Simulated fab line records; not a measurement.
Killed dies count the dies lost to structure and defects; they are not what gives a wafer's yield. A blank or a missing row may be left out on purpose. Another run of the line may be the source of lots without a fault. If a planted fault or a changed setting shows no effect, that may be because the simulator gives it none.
Which tool is to blame? + flow sky130 + Sampling: 12 lots, 36 wafers, 5 of 708 route steps

## WHAT THE GAUGES SHOWED, per wafer
SKY_SONOS_ONO_THK_MEAS_03. Usual: SONOS_ONO_CVD_02_THK 10.44 nm, standard deviation 0.14.
| lot  | measured     | on           | SONOS_ONO_CVD_02_THK (nm) | flag |
|------|--------------|--------------|---------------------------|------|
| L928 | day 11 15:57 | filmMetro-02 | 10.71 10.60 10.64         |      |
| L930 | day 12 07:37 | filmMetro-04 | 10.29 10.42 10.39         |      |
| L934 | day 13 11:35 | filmMetro-04 | 10.28 10.25 10.32         |      |
| L936 | day 14 06:07 | filmMetro-04 | 10.47 10.47 10.38         |      |
| L937 | day 14 13:22 | filmMetro-01 | 10.38 10.39 10.32         |      |
| L941 | day 16 02:13 | filmMetro-04 | 10.62 10.71 10.66         |      |
| L945 | day 17 03:28 | filmMetro-04 | 10.34 10.42 10.43         |      |
| L946 | day 17 11:46 | filmMetro-02 | 10.44 10.49 10.45         |      |
| L947 | day 17 16:48 | filmMetro-04 | 10.46 10.56 10.42         |      |
| L948 | day 18 02:00 | filmMetro-04 | 10.26 10.40 10.22         |      |
| L949 | day 18 09:55 | filmMetro-01 | 10.39 10.37 10.28         |      |
| L950 | day 18 23:52 | filmMetro-01 | 10.71 10.56 10.52         |      |

SKY_POLY_GATE_THK_MEAS_21. Usual: POLY_GATE_OXIDATION_THK 4.01 nm, standard deviation 0.083.
| lot  | measured     | on           | POLY_GATE_OXIDATION_THK (nm) | flag |
|------|--------------|--------------|------------------------------|------|
| L928 | day 16 15:05 | filmMetro-02 | 4.01 3.89 4.00               |      |
| L930 | day 17 06:38 | filmMetro-01 | 3.94 3.95 3.92               |      |
| L934 | day 18 15:28 | filmMetro-02 | 4.06 4.11 4.03               |      |
| L936 | day 19 13:27 | filmMetro-02 | 4.02 3.95 3.99               |      |
| L937 | day 19 23:00 | filmMetro-02 | 3.96 4.03 4.00               |      |
| L941 | day 21 14:52 | filmMetro-01 | 3.97 3.90 4.01               |      |
| L945 | day 22 16:54 | filmMetro-02 | 4.06 4.09 4.06               |      |
| L946 | day 23 02:04 | filmMetro-02 | 4.21 4.14 4.24               |      |
| L947 | day 23 08:16 | filmMetro-02 | 4.05 4.02 4.04               |      |
| L948 | day 23 14:35 | filmMetro-01 | 4.01 4.01 4.05               |      |
| L949 | day 24 00:55 | filmMetro-01 | 3.96 4.10 3.99               |      |
| L950 | day 24 11:49 | filmMetro-03 | 3.97 3.88 3.96               |      |

## TOOL THAT RAN EACH LOT (tool first, then ch and the chambers of the sampled wafers, then the start)
| lot  | SKY_POLY_GATE_IMPLANT_02        | SKY_RES_PROTECT_STRIP_07            | SKY_POLY_GATE_ETCH_15             |
|------|---------------------------------|-------------------------------------|-----------------------------------|
| L928 | implanter-02 ch 0, day 15 02:59 | plasmaAsher-02 ch 0,1, day 15 03:08 | rieDiel-03 ch 0,1,3, day 16 09:58 |
| L930 | implanter-01 ch 0, day 15 23:23 | plasmaAsher-02 ch 0,1, day 15 23:32 | rieDiel-04 ch 0,3, day 17 05:00   |
| L934 | implanter-01 ch 0, day 17 05:10 | plasmaAsher-03 ch 0,1, day 17 05:17 | rieDiel-02 ch 1,2, day 18 13:49   |
| L936 | implanter-01 ch 0, day 18 02:41 | plasmaAsher-04 ch 0,1, day 18 02:50 | rieDiel-04 ch 0,3, day 19 11:25   |
| L937 | implanter-01 ch 0, day 18 09:02 | plasmaAsher-02 ch 0,1, day 18 09:10 | rieDiel-03 ch 1,2,3, day 19 20:09 |
| L941 | implanter-04 ch 0, day 20 04:17 | plasmaAsher-04 ch 0,1, day 20 04:26 | rieDiel-02 ch 0,1,3, day 21 13:07 |
| L945 | implanter-02 ch 0, day 21 05:10 | plasmaAsher-02 ch 0,1, day 21 05:19 | rieDiel-03 ch 0,1,2, day 22 13:52 |
| L946 | implanter-01 ch 0, day 21 15:38 | plasmaAsher-04 ch 0,1, day 21 15:47 | rieDiel-04 ch 2,3, day 23 00:24   |
| L947 | implanter-01 ch 0, day 21 22:43 | plasmaAsher-02 ch 0,1, day 21 22:52 | rieDiel-03 ch 1,2,3, day 23 06:37 |
| L948 | implanter-01 ch 0, day 22 04:52 | plasmaAsher-02 ch 0,1, day 22 04:59 | rieDiel-03 ch 1,2,3, day 23 12:55 |
| L949 | implanter-01 ch 0, day 22 13:20 | plasmaAsher-02 ch 0,1, day 22 13:28 | rieDiel-04 ch 0,2,3, day 23 23:16 |
| L950 | implanter-04 ch 0, day 23 01:56 | plasmaAsher-04 ch 0,1, day 23 02:02 | rieDiel-03 ch 0,1,3, day 24 10:09 |
- SKY_POLY_GATE_IMPLANT_02
- SKY_RES_PROTECT_STRIP_07: strips in O2/N2.
- SKY_POLY_GATE_ETCH_15: etches BARC in N2/H2, stops on SiO2, time 118.5 s, target depth 110 nm.

## WHAT THE TOOLS THEMSELVES READ (means of the sampled wafers that have a number; where no wafer has one, the mark that the record gives instead)
SKY_POLY_GATE_IMPLANT_02. Usual: endStationPressureTorr reads 1.13e-05 Torr (standard deviation 1e-06).
| lot  | tool         | endStationPressureTorr (Torr) | flag |
|------|--------------|-------------------------------|------|
| L928 | implanter-02 | 1.06e-05                      |      |
| L930 | implanter-01 | 1.24e-05                      |      |
| L934 | implanter-01 | 1.30e-05                      |      |
| L936 | implanter-01 | 4.17e-05                      | OFF  |
| L937 | implanter-01 | 4.13e-05                      | OFF  |
| L941 | implanter-04 | 1.07e-05                      |      |
| L945 | implanter-02 | 1.10e-05                      |      |
| L946 | implanter-01 | 1.23e-05                      |      |
| L947 | implanter-01 | 1.21e-05                      |      |
| L948 | implanter-01 | 1.23e-05                      |      |
| L949 | implanter-01 | 1.30e-05                      |      |
| L950 | implanter-04 | 1.08e-05                      |      |

SKY_RES_PROTECT_STRIP_07. Usual: drypumpMotorCurrentA 6.0 A, standard deviation 0.49; oesProductAu 0.518 a.u., standard deviation 0.0043; stripTimeToEndpointS 23.29 s, standard deviation 0.04.
| lot  | tool           | drypumpMotorCurrentA (A) | oesProductAu (a.u.) | stripTimeToEndpointS (s) | flag |
|------|----------------|--------------------------|---------------------|--------------------------|------|
| L928 | plasmaAsher-02 | 6.1                      | 0.520               | 23.24                    |      |
| L930 | plasmaAsher-02 | 6.1                      | 0.516               | 23.30                    |      |
| L934 | plasmaAsher-03 | 5.7                      | 0.517               | 23.29                    |      |
| L936 | plasmaAsher-04 | 5.9                      | 0.515               | 23.60                    | OFF  |
| L937 | plasmaAsher-02 | 6.1                      | 0.515               | 23.72                    | OFF  |
| L941 | plasmaAsher-04 | 5.6                      | 0.514               | 23.24                    |      |
| L945 | plasmaAsher-02 | 6.1                      | 0.518               | 23.33                    |      |
| L946 | plasmaAsher-04 | 5.6                      | 0.517               | 23.29                    |      |
| L947 | plasmaAsher-02 | 6.5                      | 0.515               | 23.27                    |      |
| L948 | plasmaAsher-02 | 6.4                      | 0.514               | 23.28                    |      |
| L949 | plasmaAsher-02 | 6.5                      | 0.517               | 23.29                    |      |
| L950 | plasmaAsher-04 | 5.6                      | 0.522               | 23.31                    |      |

SKY_POLY_GATE_ETCH_15. Usual: drypumpMotorCurrentA 5.8 A, standard deviation 0.44; oesProductAu 0.716 a.u., standard deviation 0.0046; throttleValvePct 13.213 %, standard deviation 0.0084.
| lot  | tool       | drypumpMotorCurrentA (A) | oesProductAu (a.u.) | throttleValvePct (%) | flag |
|------|------------|--------------------------|---------------------|----------------------|------|
| L928 | rieDiel-03 | 5.8                      | 0.723               | 13.215               |      |
| L930 | rieDiel-04 | 6.1                      | 0.719               | 13.212               |      |
| L934 | rieDiel-02 | 5.6                      | 0.720               | 13.212               |      |
| L936 | rieDiel-04 | 6.0                      | 0.715               | 13.222               |      |
| L937 | rieDiel-03 | 6.1                      | 0.716               | 13.220               |      |
| L941 | rieDiel-02 | 5.7                      | 0.714               | 13.207               |      |
| L945 | rieDiel-03 | 5.8                      | 0.719               | 13.210               |      |
| L946 | rieDiel-04 | 5.5                      | 0.711               | 13.207               |      |
| L947 | rieDiel-03 | 6.1                      | 0.713               | 13.212               |      |
| L948 | rieDiel-03 | 6.1                      | 0.716               | 13.213               |      |
| L949 | rieDiel-04 | 5.8                      | 0.717               | 13.211               |      |
| L950 | rieDiel-03 | 5.8                      | 0.717               | 13.208               |      |

## THE ANSWER, worked out from the rows above alone
Rule: lot off if the mean of its wafers having a number is beyond 3 standard deviations from the usual mean. A lot without any number at a reading at which 4 lots or more have one is off too. Any other lot the step has rows for is counted as sound. After the gauges, taken in route order, come the tools' own readings; for these a lot's mean is taken, as printed above. The first step at which some lot is off is used, and at that step the reading that is off furthest; a lot without a number counts as furthest.
Off, at SKY_POLY_GATE_IMPLANT_02 on endStationPressureTorr: L936, L937.
If a tool, at that step or one of the process steps before it, ran each lot that is off and ran no sound lot following the first of them, it fits. Not one of the candidates tried fits.

## WHAT THE SIMULATOR HAD INSERTED
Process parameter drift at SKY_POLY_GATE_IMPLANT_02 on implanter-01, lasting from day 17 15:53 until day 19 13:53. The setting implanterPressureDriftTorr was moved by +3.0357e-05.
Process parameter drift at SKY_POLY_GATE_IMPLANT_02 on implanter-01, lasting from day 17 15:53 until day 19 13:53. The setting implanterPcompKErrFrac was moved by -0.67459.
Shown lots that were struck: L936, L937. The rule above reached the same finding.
